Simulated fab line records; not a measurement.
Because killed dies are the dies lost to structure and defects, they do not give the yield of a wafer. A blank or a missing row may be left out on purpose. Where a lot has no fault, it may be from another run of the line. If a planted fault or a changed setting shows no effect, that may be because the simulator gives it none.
Matching of chambers + flow sky130 + 4 sister chambers for SKY_FIELD_ISO_CMP_27 on cmp-02
The step polishes, stops on Si3N4, t overpolish 16 s, target thk 457.8 nm. 4 wafers are shown with their chamber, then 7 later ones without.

## WAFERS, EACH WITH ITS CHAMBER
| wafer  | chamber | motor current A (A) |
|--------|---------|---------------------|
| L187.1 | 0       | 12.0                |
| L187.6 | 1       | 11.9                |
| L190.4 | 2       | 13.7                |
| L190.5 | 3       | 15.1                |

## WAFERS WITH NO CHAMBER GIVEN
| wafer  | motor current A (A) |
|--------|---------------------|
| L190.6 | 13.8                |
| L195.4 | 15.1                |
| L195.5 | 11.2                |
| L195.6 | 11.0                |
| L204.2 | 15.9                |
| L204.4 | 13.7                |
| L204.6 | 16.1                |

## WHICH CHAMBER EACH ONE RAN IN
| wafer  | from the rows above     | in truth |
|--------|-------------------------|----------|
| L190.6 | can't be placed: 2 or 3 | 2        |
| L195.4 | 3                       | 3        |
| L195.5 | can't be placed: 1 or 0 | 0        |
| L195.6 | can't be placed: 1 or 0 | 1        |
| L204.2 | 3                       | 3        |
| L204.4 | 2                       | 2        |
| L204.6 | 3                       | 3        |
Correct placement for 4 of the 7. Not placeable from these rows: 3 (in 3, the candidates include the true chamber). Wrongly placed: 0.
How it was worked out, from the rows above alone: a wafer's distance from a chamber is the root of the sum, over the readings, of the square of ((its reading less the chamber's mean) divided by the reading's scatter). The wafer belongs to the nearest chamber; if the next one is less than 2 further off, it can't be placed. The mean given for a chamber averages the wafers shown for that chamber. The scatter: with one shown wafer a chamber, the root of the mean of the squares of how far each hidden wafer lies from its nearest shown one.
